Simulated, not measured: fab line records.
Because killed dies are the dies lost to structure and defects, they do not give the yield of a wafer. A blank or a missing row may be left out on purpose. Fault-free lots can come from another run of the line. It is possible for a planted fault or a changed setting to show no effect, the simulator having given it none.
2 desks looking at one fault	flow gf180mcu	only its own numbers are on each desk; what lay behind them is given at the end

== THE TOOL OWNER'S DESK: pvd sputter-01 ==
The tool's own readings at GF_M1_SPUTTER_00 (material Ti, target thk 37.5 nm, time 150 s): means of the sampled wafers that have a number, for each lot that ran on this tool. The brackets show how far a lot's mean lies from the usual mean; more than 4 standard deviations puts the lot out of limits, marked OUT.
Columns: A = cathode dc power W at GF_M1_SPUTTER_00, usual 3999.9 W; B = throttle valve pct at GF_M1_SPUTTER_00, usual 29.6 %
lot	first seen here	A	B
L697	day 16 13:44	4000.0	28.6
L712	day 22 09:07	4000.6	29.8
Finding of this desk: none of the 2 lots has anything out of limits.

== FROM THE METROLOGY DESK ==
Lot by lot, what the gauges showed, no matter which tool ran the lot: averages of those sampled wafers that carry a number. The brackets show how far a lot's mean lies from the usual mean; more than 4 standard deviations puts the lot out of limits, marked OUT.
Columns: A = CONTACT_W_RS at GF_CONTACT_RS_MEAS_25, usual 0.383 ohm/sq; B = CONTACT_W_THK at GF_CONTACT_THK_MEAS_26, usual 297 nm
lot	first seen here	A	B
L697	day 16 13:14	0.384	297
L701	day 18 04:15	0.389	295
L712	day 22 08:39	0.392	293
L716	day 23 14:10	0.384	296
L717	day 23 20:30	0.382	297
Finding of this desk: none of the 5 lots has anything out of limits.

== PUT TOGETHER ==
Nothing out of limits was seen by the tool owner's desk.
Nothing out of limits was seen by the metrology desk.

== WHAT THE SIMULATOR PUT IN ==
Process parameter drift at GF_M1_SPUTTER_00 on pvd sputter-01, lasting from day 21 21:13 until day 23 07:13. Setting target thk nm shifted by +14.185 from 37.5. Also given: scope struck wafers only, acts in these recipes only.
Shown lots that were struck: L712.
